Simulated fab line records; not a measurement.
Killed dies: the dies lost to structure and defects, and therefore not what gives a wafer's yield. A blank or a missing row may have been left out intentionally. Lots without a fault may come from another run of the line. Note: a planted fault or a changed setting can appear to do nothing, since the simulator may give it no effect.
Chamber matching + flow sky130 + rie-diel-04 running SKY_METAL4_ETCH_17: 4 sister chambers
The step etches SiO2 in C4F8/O2/Ar, stops on TiN, time 3.9 s, target depth 15 nm. 24 wafers are shown with their chamber, then 12 later ones without.

WAFERS, EACH WITH ITS CHAMBER
| wafer  | chamber | bias-w (W) | oes-product-au (a.u.) |
|--------|---------|------------|-----------------------|
| L074.1 | 3       | 1196       | 0.759                 |
| L074.2 | 2       | 1206       | 0.754                 |
| L074.5 | 2       | 1206       | 0.755                 |
| L079.2 | 0       | 1200       | 0.748                 |
| L079.4 | 1       | 1205       | 0.752                 |
| L079.6 | 2       | 1200       | 0.759                 |
| L080.3 | 3       | 1201       | 0.764                 |
| L080.4 | 0       | 1188       | 0.748                 |
| L080.5 | 3       | 1195       | 0.763                 |
| L081.1 | 3       | 1192       | 0.755                 |
| L081.2 | 0       | 1205       | 0.748                 |
| L081.3 | 1       | 1197       | 0.747                 |
| L082.1 | 0       | 1198       | 0.755                 |
| L082.3 | 3       | 1196       | 0.746                 |
| L082.5 | 3       | 1195       | 0.758                 |
| L083.4 | 3       | 1197       | 0.766                 |
| L083.5 | 0       | 1197       | 0.762                 |
| L083.6 | 1       | 1208       | 0.749                 |
| L085.3 | 3       | 1195       | 0.770                 |
| L085.4 | 2       | 1205       | 0.759                 |
| L085.5 | 1       | 1195       | 0.776                 |
| L090.2 | 3       | 1196       | 0.742                 |
| L090.3 | 1       | 1200       | 0.754                 |
| L090.5 | 2       | 1199       | 0.754                 |

SIGNATURES (averages over the wafers above)
| reading        | chamber 0 | chamber 1 | chamber 2 | chamber 3 | scatter within a chamber |
|----------------|-----------|-----------|-----------|-----------|--------------------------|
| bias-w         | 1197.60   | 1201.00   | 1203.20   | 1195.89   | 4.26                     |
| oes-product-au | 0.75220   | 0.75560   | 0.75620   | 0.75811   | 0.0084                   |
Rule: for each reading, subtract the chamber's mean from the wafer's reading, divide by that reading's scatter and square the result; add these up over the readings and take the root, which gives the wafer's distance from the chamber. The wafer belongs to the nearest chamber; if the next one is less than 2 further off, it can't be placed. The scatter: take each reading less its chamber's mean, square it, sum over the shown wafers, divide by the number of wafers less the number of chambers, and take the root.

WAFERS WITHOUT THEIR CHAMBER
| wafer  | bias-w (W) | oes-product-au (a.u.) |
|--------|------------|-----------------------|
| L092.2 | 1200       | 0.750                 |
| L092.4 | 1201       | 0.761                 |
| L092.6 | 1202       | 0.752                 |
| L093.2 | 1206       | 0.753                 |
| L093.3 | 1204       | 0.764                 |
| L093.4 | 1203       | 0.754                 |
| L094.1 | 1202       | 0.753                 |
| L094.3 | 1206       | 0.748                 |
| L094.5 | 1199       | 0.762                 |
| L096.2 | 1206       | 0.760                 |
| L096.3 | 1204       | 0.759                 |
| L096.4 | 1202       | 0.770                 |

CHAMBER TAKEN BY EACH
| wafer  | from the rows above               | in truth |
|--------|-----------------------------------|----------|
| L092.2 | can't be placed: 0 or 1 or 2 or 3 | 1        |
| L092.4 | can't be placed: 1 or 2 or 3 or 0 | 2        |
| L092.6 | can't be placed: 1 or 2 or 0 or 3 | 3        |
| L093.2 | can't be placed: 2 or 1 or 0 or 3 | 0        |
| L093.3 | can't be placed: 2 or 1 or 3 or 0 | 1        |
| L093.4 | can't be placed: 2 or 1 or 0 or 3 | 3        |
| L094.1 | can't be placed: 1 or 2 or 0 or 3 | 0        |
| L094.3 | can't be placed: 2 or 1 or 0 or 3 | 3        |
| L094.5 | can't be placed: 3 or 1 or 2 or 0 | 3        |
| L096.2 | can't be placed: 2 or 1 or 0 or 3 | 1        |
| L096.3 | can't be placed: 2 or 1 or 0 or 3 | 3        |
| L096.4 | can't be placed: 2 or 1 or 3 or 0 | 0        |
Placed correctly: 0 of 12. Unplaceable from these rows: 12, with the true chamber sitting among the candidates in 12. 0 placed wrongly.
